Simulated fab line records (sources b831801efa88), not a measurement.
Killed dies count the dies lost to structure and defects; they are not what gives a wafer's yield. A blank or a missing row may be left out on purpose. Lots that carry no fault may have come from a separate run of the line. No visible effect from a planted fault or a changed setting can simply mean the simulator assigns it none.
Commonality check across tools	flow sky130	12 lots and 36 wafers in the sample

WHAT PROMPTED THE OPENING
Of 12 lots, 3 have the reading VT_ADJUST_HVTR_TW flagged at SKY_VT_ADJUST_HVTR_TW_MEAS_11. No-fault wafers: 211.6, standard deviation 1.1.
Rule: a lot gets a flag if all its wafers with a number sit over 4 standard deviations from that mean, or if no wafer of it has a number. The other lots count as sound.

lot	measured	on	VT_ADJUST_HVTR_TW, wafer by wafer	flag
L435	day 10 00:16	film metro-01	212.6 212.6 212.9	
L438	day 10 21:08	film metro-01	212.4 213.4 213.2	
L443	day 12 16:25	film metro-01	199.7 199.9 199.5	FLAGGED
L444	day 13 04:34	film metro-02	199.7 198.7 198.9	FLAGGED
L447	day 13 22:04	film metro-02	199.7 199.0 197.5	FLAGGED
L448	day 14 05:08	film metro-03	211.1 210.8 211.4	
L449	day 14 18:31	film metro-03	211.0 210.4 209.1	
L451	day 15 01:05	film metro-02	213.2 211.9 212.1	
L453	day 15 17:39	film metro-01	209.2 212.2 210.3	
L454	day 16 13:31	film metro-03	211.6 211.5 210.7	
L456	day 16 18:32	film metro-01	212.4 211.9 211.5	
L455	day 16 19:28	film metro-02	211.6 210.7 211.4	
Average over the flagged lots: 199.2; offset from the usual -12.4, equal to -11 standard deviations.

WHICH TOOL RAN EACH LOT
3 process steps preceding the reading are held in the record, out of 708 steps in the route. Each cell gives the tool, then ch followed by the chambers the sampled wafers passed through, then the start.
lot	flag	SKY_VT_ADJUST_LVTN_STRIP_09	SKY_VT_ADJUST_LVTN_STRIP_20	SKY_VT_ADJUST_HVTR_IMPLANT_09
L435		plasma asher-01 ch 0,1, day 7 09:38	plasma asher-03 ch 0,1, day 8 04:50	implanter-02 ch 0, day 10 00:02
L438		plasma asher-01 ch 0,1, day 8 03:13	plasma asher-01 ch 0,1, day 9 00:34	implanter-04 ch 0, day 10 20:54
L443	FLAGGED	plasma asher-01 ch 0,1, day 9 16:38	plasma asher-04 ch 0,1, day 10 15:14	implanter-04 ch 0, day 12 16:12
L444	FLAGGED	plasma asher-04 ch 0,1, day 10 03:51	plasma asher-04 ch 0,1, day 11 03:32	implanter-04 ch 0, day 13 04:20
L447	FLAGGED	plasma asher-04 ch 0, day 10 20:13	plasma asher-01 ch 0,1, day 11 20:31	implanter-04 ch 0, day 13 21:50
L448		plasma asher-03 ch 0,1, day 11 01:24	plasma asher-04 ch 0,1, day 12 01:12	implanter-03 ch 0, day 14 04:53
L449		plasma asher-03 ch 0,1, day 11 12:43	plasma asher-04 ch 0,1, day 12 13:52	implanter-03 ch 0, day 14 18:16
L451		plasma asher-04 ch 0,1, day 11 20:52	plasma asher-04 ch 0,1, day 12 21:19	implanter-02 ch 0, day 15 00:50
L453		plasma asher-03 ch 0,1, day 12 11:01	plasma asher-04 ch 1, day 13 12:03	implanter-03 ch 0, day 15 17:25
L454		plasma asher-04 ch 0, day 13 03:22	plasma asher-03 ch 0,1, day 14 05:39	implanter-02 ch 0, day 16 13:16
L456		plasma asher-04 ch 0,1, day 13 09:12	plasma asher-03 ch 1, day 14 11:22	implanter-02 ch 0, day 16 18:17
L455		plasma asher-04 ch 0,1, day 13 09:31	plasma asher-01 ch 0,1, day 14 11:27	implanter-03 ch 0, day 16 19:13
What the steps here do:
- SKY_VT_ADJUST_LVTN_STRIP_09: strips in O2/N2.
- SKY_VT_ADJUST_LVTN_STRIP_20: strips in O2/N2.
- SKY_VT_ADJUST_HVTR_IMPLANT_09
- SKY_VT_ADJUST_HVTR_TW_MEAS_11

FLAGGED AGAINST TOTAL, ONE TOOL AT A TIME (gauges that did the reading follow at the end)
step	tool	lots run	flagged	share of the flagged lots	sound lots run after its first flagged lot
SKY_VT_ADJUST_LVTN_STRIP_09	plasma asher-01	3	1	some	0
SKY_VT_ADJUST_LVTN_STRIP_09	plasma asher-03	3	0	none	-
SKY_VT_ADJUST_LVTN_STRIP_09	plasma asher-04	6	2	some	4 (L451,L454,L456,L455)
SKY_VT_ADJUST_LVTN_STRIP_20	plasma asher-01	3	1	some	1 (L455)
SKY_VT_ADJUST_LVTN_STRIP_20	plasma asher-03	3	0	none	-
SKY_VT_ADJUST_LVTN_STRIP_20	plasma asher-04	6	2	some	4 (L448,L449,L451,L453)
SKY_VT_ADJUST_HVTR_IMPLANT_09	implanter-02	4	0	none	-
SKY_VT_ADJUST_HVTR_IMPLANT_09	implanter-03	4	0	none	-
SKY_VT_ADJUST_HVTR_IMPLANT_09	implanter-04	4	3	all	0
SKY_VT_ADJUST_HVTR_TW_MEAS_11	film metro-01	5	1	some	2 (L453,L456)
SKY_VT_ADJUST_HVTR_TW_MEAS_11	film metro-02	4	2	some	2 (L451,L455)
SKY_VT_ADJUST_HVTR_TW_MEAS_11	film metro-03	3	0	none	-

WHAT IS ALLOWED BY THE TABLE
All flagged lots share 1 row of the table, namely implanter-04 at SKY_VT_ADJUST_HVTR_IMPLANT_09.
- implanter-04 at SKY_VT_ADJUST_HVTR_IMPLANT_09: 3 of its 4 lots flagged. A fault beginning between L438 (day 10 20:54), its last sound lot, and L443 (day 12 16:12), its first flagged one, fits the data. Its own readings lie more than 4 standard deviations out on every wafer of the flagged lots: dose ions cm2, faraday current uA.
implanter-04 at SKY_VT_ADJUST_HVTR_IMPLANT_09 is the single tool remaining.

WHAT THE SIMULATOR PUT IN
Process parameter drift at SKY_VT_ADJUST_HVTR_IMPLANT_09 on implanter-04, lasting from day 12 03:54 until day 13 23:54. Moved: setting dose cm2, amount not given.
Shown lots that were struck: L443, L444, L447. Same finding as the rule above.
